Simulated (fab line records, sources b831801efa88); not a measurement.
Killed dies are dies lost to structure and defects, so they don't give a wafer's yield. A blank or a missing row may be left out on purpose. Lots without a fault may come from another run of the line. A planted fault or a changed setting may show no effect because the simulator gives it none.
Which tool did it? | flow gf180mcu | 12 lots, 36 wafers sampled, at 3 steps of a route of 602

WHAT THE GAUGES READ, wafer by wafer
GF_HV_LDD_RS_MEAS_53: measures by four-point-probe. Usual: HV_LDD_RS 418.4 ohm/sq, standard deviation 0.81.
lot  | measured     | on            | HV_LDD_RS (ohm/sq)                  | flag
L932 | day 12 18:14 | film_metro-04 | 417.7 417.2 418.1                   |
L934 | day 13 08:47 | film_metro-01 | 416.4 417.5 417.8                   |
L936 | day 14 04:22 | film_metro-01 | 417.8 417.2 417.7                   |
L939 | day 15 06:30 | film_metro-03 | 418.1 419.0 419.5                   |
L941 | day 15 18:49 | film_metro-03 | 419.0 418.8 418.5                   |
L942 | day 16 07:23 | film_metro-03 | 422.4 423.1 422.8 422.8 423.5 423.6 | OFF
L943 | day 16 13:56 | film_metro-01 | 417.3 418.9 418.2                   |
L945 | day 17 01:35 | film_metro-03 | 423.6 422.4 422.7 422.1 422.5 422.8 | OFF
L946 | day 17 16:39 | film_metro-01 | 423.2 423.0 422.0 423.8 423.4 423.8 | OFF
L951 | day 19 06:52 | film_metro-04 | 418.2 416.8 417.5                   |
L952 | day 19 17:20 | film_metro-03 | 418.3 417.9 418.2                   |
L954 | day 20 08:41 | film_metro-03 | 416.9 418.2 417.5                   |

WHICH TOOL RAN EACH LOT (tool, then ch and the chambers of the sampled wafers, then the start)
lot  | GF_POLY_GATE_STRIP_14                | GF_HV_LDD_IMPLANT_35
L932 | plasma_asher-03 ch 0,1, day 9 11:50  | implanter-02 ch 0, day 11 21:41
L934 | plasma_asher-01 ch 0,1, day 10 01:01 | implanter-02 ch 0, day 12 11:47
L936 | plasma_asher-03 ch 0,1, day 10 18:21 | implanter-03 ch 0, day 13 06:44
L939 | plasma_asher-01 ch 0,1, day 11 15:29 | implanter-03 ch 0, day 14 07:46
L941 | plasma_asher-02 ch 0,1, day 12 04:28 | implanter-03 ch 0, day 14 20:20
L942 | plasma_asher-02 ch 0,1, day 12 15:34 | implanter-03 ch 0, day 15 08:44
L943 | plasma_asher-02 ch 0,1, day 12 22:10 | implanter-02 ch 0, day 15 15:21
L945 | plasma_asher-01 ch 0,1, day 13 07:53 | implanter-03 ch 0, day 16 02:13
L946 | plasma_asher-02 ch 0,1, day 13 20:25 | implanter-03 ch 0, day 16 16:35
L951 | plasma_asher-03 ch 0,1, day 15 07:43 | implanter-02 ch 0, day 18 05:58
L952 | plasma_asher-03 ch 0, day 15 14:32   | implanter-04 ch 0, day 18 15:43
L954 | plasma_asher-02 ch 0,1, day 16 06:07 | implanter-04 ch 0, day 19 07:17
- GF_POLY_GATE_STRIP_14: strips in O2/N2.
- GF_HV_LDD_IMPLANT_35

WHAT THE TOOLS THEMSELVES READ (means of the sampled wafers that have a number; where no wafer has one, the mark that the record gives instead)
GF_POLY_GATE_STRIP_14. Usual: drypump_motor_current_A 6.23 A, standard deviation 0.26; heater_power_w 330 W, standard deviation 24; oes_product_au 0.505 a.u., standard deviation 0.005.
lot  | tool            | drypump_motor_current_A (A) | heater_power_w (W) | oes_product_au (a.u.) | flag
L932 | plasma_asher-03 | 6.07                        | 331                | 0.507                 |
L934 | plasma_asher-01 | 6.67                        | 305                | 0.504                 |
L936 | plasma_asher-03 | 6.05                        | 339                | 0.502                 |
L939 | plasma_asher-01 | 6.67                        | 306                | 0.503                 |
L941 | plasma_asher-02 | 6.07                        | 336                | 0.505                 |
L942 | plasma_asher-02 | 6.15                        | 357                | 0.504                 |
L943 | plasma_asher-02 | 6.21                        | 354                | 0.500                 |
L945 | plasma_asher-01 | 6.62                        | 304                | 0.505                 |
L946 | plasma_asher-02 | 6.10                        | 340                | 0.505                 |
L951 | plasma_asher-03 | 6.02                        | 340                | 0.502                 |
L952 | plasma_asher-03 | 6.02                        | 349                | 0.504                 |
L954 | plasma_asher-02 | 6.18                        | 354                | 0.506                 |

GF_HV_LDD_IMPLANT_35. Usual: dose_ions_cm2 7.499e+12, standard deviation 7.8e+09; faraday_current_uA 42.5, standard deviation 0.87; rotation_deg 180.00 degrees, standard deviation 0.033.
lot  | tool         | dose_ions_cm2 | faraday_current_uA | rotation_deg (degrees) | flag
L932 | implanter-02 | 7.497e+12     | 42.4               | 180.01                 |
L934 | implanter-02 | 7.505e+12     | 42.0               | 180.01                 |
L936 | implanter-03 | 7.509e+12     | 43.3               | 180.03                 |
L939 | implanter-03 | 7.498e+12     | 42.6               | 180.00                 |
L941 | implanter-03 | 7.500e+12     | 42.4               | 180.00                 |
L942 | implanter-03 | 6.075e+12     | 35.0               | 180.01                 | OFF
L943 | implanter-02 | 7.494e+12     | 42.6               | 180.01                 |
L945 | implanter-03 | 6.082e+12     | 34.2               | 180.00                 | OFF
L946 | implanter-03 | 6.089e+12     | 34.2               | 179.96                 | OFF
L951 | implanter-02 | 7.500e+12     | 42.5               | 180.00                 |
L952 | implanter-04 | 7.491e+12     | 42.3               | 180.02                 |
L954 | implanter-04 | 7.502e+12     | 42.6               | 179.99                 |

THE ANSWER, worked out from the rows above alone
Rule: a lot is off if the mean of its wafers that have a number lies more than 3 standard deviations from the usual mean. A lot without any number at a reading at which 4 lots or more have one is off too. The other lots that the step has rows for count as sound. The gauges are gone through in route order, then the tools' own readings, and for those a lot's mean is taken as printed above. The first step at which some lot is off is used, and at that step the reading that is off furthest; a lot without a number counts as furthest.
Off: L942, L945, L946, at GF_HV_LDD_RS_MEAS_53 (HV_LDD_RS).
A tool fits if, at a process step before that reading, it ran every lot that is off, and no sound lot after the first of them. The gauges at GF_HV_LDD_RS_MEAS_53 aren't tried: what is off there is off at GF_HV_LDD_IMPLANT_35 too, on other tools, and a gauge's error can't cause that. One fits: implanter-03 at GF_HV_LDD_IMPLANT_35. Its last sound lot is L941 (day 14 20:20), its first lot that is off L942 (day 15 08:44): a fault that began between those two fits.
The tool's own readings at GF_HV_LDD_IMPLANT_35 bear it out: on the lots that are off they differ by more than 5 times the standard deviation of the sound lots' means. dose_ions_cm2 reads 6.082e+12 there against 7.500e+12 on the sound lots; faraday_current_uA reads 34.5 there against 42.5 on the sound lots.

WHAT THE SIMULATOR HAD PUT IN
Process parameter drift: implanter-03, from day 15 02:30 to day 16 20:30, at GF_HV_LDD_IMPLANT_35. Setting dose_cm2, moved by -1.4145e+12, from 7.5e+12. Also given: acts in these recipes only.
Lots struck among those shown: L942, L945, L946. The rule above found the same.
